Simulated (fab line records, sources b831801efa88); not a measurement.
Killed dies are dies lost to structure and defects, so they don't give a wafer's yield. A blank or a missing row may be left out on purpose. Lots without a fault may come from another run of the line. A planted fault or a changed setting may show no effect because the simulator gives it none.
Which tool did it? | flow gf180mcu | 14 lots, 42 wafers sampled, at 2 steps of a route of 602

WHAT THE GAUGES READ, wafer by wafer
GF_VT_IMPLANT_OVL_MEAS_07. Usual: VT_IMPLANT_OVL 0.0 nm, standard deviation 1.3.
lot  | measured     | on         | VT_IMPLANT_OVL (nm) | flag
L409 | day 6 03:28  | overlay-01 | 0.7 -0.7 0.1        |
L410 | day 6 10:17  | overlay-01 | -0.2 -1.5 -1.3      |
L411 | day 6 16:58  | overlay-01 | 0.3 -0.4 2.5        |
L412 | day 6 20:34  | overlay-02 | 0.6 -2.0 -2.0       |
L414 | day 7 12:38  | overlay-01 | 3.1 -0.8 -0.3       |
L415 | day 7 18:18  | overlay-01 | 1.2 0.0 0.4         |
L416 | day 7 20:52  | overlay-02 | 1.7 0.7 2.3         |
L418 | day 8 13:52  | overlay-01 | 0.3 -2.7 1.1        |
L419 | day 8 17:56  | overlay-02 | 1.0 2.0 -1.6        |
L425 | day 10 06:31 | overlay-02 | 0.4 1.1 0.1         |
L427 | day 10 20:53 | overlay-02 | -1.3 -0.9 -0.5      |
L428 | day 11 00:20 | overlay-01 | -0.3 1.5 -0.3       |
L429 | day 11 08:09 | overlay-01 | 1.8 0.8 -1.2        |
L430 | day 11 15:37 | overlay-02 | 0.2 0.2 -0.9        |

GF_VT_IMPLANT_TW_MEAS_21. Usual: VT_IMPLANT_2_TW 1216, standard deviation 12.
lot  | measured     | on            | VT_IMPLANT_2_TW | flag
L409 | day 6 19:08  | film_metro-04 | 1208 1199 1204  |
L410 | day 7 01:55  | film_metro-01 | 1212 1207 1223  |
L411 | day 7 09:18  | film_metro-01 | 1223 1221 1217  |
L412 | day 7 12:38  | film_metro-01 | 1216 1216 1220  |
L414 | day 8 05:28  | film_metro-01 | 1226 1224 1221  |
L415 | day 8 11:01  | film_metro-01 | 1238 1232 1229  |
L416 | day 8 13:01  | film_metro-04 | 1207 1210 1208  |
L418 | day 9 07:40  | film_metro-04 | 1213 1205 1204  |
L419 | day 9 11:21  | film_metro-01 | 1225 1228 1229  |
L425 | day 11 00:56 | film_metro-04 | 1206 1209 1208  |
L427 | day 11 15:32 | film_metro-01 | 1221 1222 1219  |
L428 | day 11 19:20 | film_metro-04 | 1213 1210 1210  |
L429 | day 12 03:00 | film_metro-03 | 1188 1194 1191  |
L430 | day 12 10:52 | film_metro-01 | 1229 1225 1228  |

WHICH TOOL RAN EACH LOT (tool, then ch and the chambers of the sampled wafers, then the start)
The record holds no process step before these readings.

WHAT THE TOOLS THEMSELVES READ (means of the sampled wafers that have a number; where no wafer has one, the mark that the record gives instead)
The record holds no such reading with a usual standard deviation.

THE ANSWER, worked out from the rows above alone
Rule: a lot is off if the mean of its wafers that have a number lies more than 3 standard deviations from the usual mean. A lot without any number at a reading at which 4 lots or more have one is off too. The other lots that the step has rows for count as sound. The gauges are gone through in route order, then the tools' own readings, and for those a lot's mean is taken as printed above. The first step at which some lot is off is used, and at that step the reading that is off furthest; a lot without a number counts as furthest.
No lot is off at any reading shown: from this, nothing can be told.

WHAT THE SIMULATOR HAD PUT IN
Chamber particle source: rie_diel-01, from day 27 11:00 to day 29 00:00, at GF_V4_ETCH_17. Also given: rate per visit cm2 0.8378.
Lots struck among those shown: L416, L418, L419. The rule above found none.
